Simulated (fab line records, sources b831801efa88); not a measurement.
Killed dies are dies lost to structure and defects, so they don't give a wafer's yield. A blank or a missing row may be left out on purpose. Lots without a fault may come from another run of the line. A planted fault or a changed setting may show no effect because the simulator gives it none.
One fault seen from 2 desks | flow gf180mcu | each desk has only its own numbers; what lay behind them comes last

THE TOOL OWNER'S DESK: lpcvd-01
The tool's own readings at GF_HV_LDD_CVD_56 (deposits Si3N4 from DCS/NH3, target thk 90 nm, time 1543 s): means of the sampled wafers that have a number, for each lot that ran on this tool. A lot is out of limits, marked OUT, if its mean lies more than 4 standard deviations from the usual mean; the brackets give that distance.
Columns: A = spike_tc_bottom_C at GF_HV_LDD_CVD_56, usual 791.1 C; B = zone_power_centre_pct at GF_HV_LDD_CVD_56, usual 13.0 %
lot  | first seen here | A     | B
L852 | day 13 01:44    | 793.9 | 11.2
L855 | day 14 04:52    | 788.3 | 12.2
L860 | day 15 21:19    | 791.8 | 11.3
L871 | day 19 11:21    | 788.9 | 12.3
L873 | day 20 02:02    | 788.9 | 12.3
This desk's finding: nothing out of limits on any of the 5 lots.

THE METROLOGY DESK
What the gauges read, lot by lot, whatever tool the lot ran on: means of the sampled wafers that have a number. A lot is out of limits, marked OUT, if its mean lies more than 4 standard deviations from the usual mean; the brackets give that distance.
Columns: A = HV_LDD_CVD_56_THK at GF_HV_LDD_THK_MEAS_57, usual 90.1 nm
lot  | first seen here | A
L850 | day 12 15:53    | 90.0
L852 | day 13 03:11    | 89.9
L854 | day 13 20:37    | 89.3
L855 | day 14 06:18    | 89.4
L860 | day 15 22:45    | 83.5 (-9.5) OUT
L863 | day 16 18:45    | 90.2
L867 | day 18 03:50    | 90.2
L868 | day 18 10:02    | 91.2
L871 | day 19 12:47    | 90.0
L872 | day 19 17:44    | 89.4
L873 | day 20 04:11    | 89.5
This desk's finding: out of limits on L860; first on L860, day 15 22:45 (HV_LDD_CVD_56_THK at GF_HV_LDD_THK_MEAS_57). In limits: L850, L852, L854, L855, L863, L867, L868, L871, L872, L873.

PUT TOGETHER
The metrology desk could have raised an alarm at day 15 22:45, on L860.
The tool owner's desk saw nothing out of limits.
The tool owner's desk has L860 on record, within its limits.
Of the lots named, all ran GF_HV_LDD_CVD_56 on lpcvd-01.

WHAT THE SIMULATOR HAD PUT IN
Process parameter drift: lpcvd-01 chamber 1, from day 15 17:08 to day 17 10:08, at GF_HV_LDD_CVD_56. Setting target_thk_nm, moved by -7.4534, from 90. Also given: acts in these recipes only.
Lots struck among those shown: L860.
Hours from the fault's start to each desk's first reading out of limits: the metrology desk, 6.
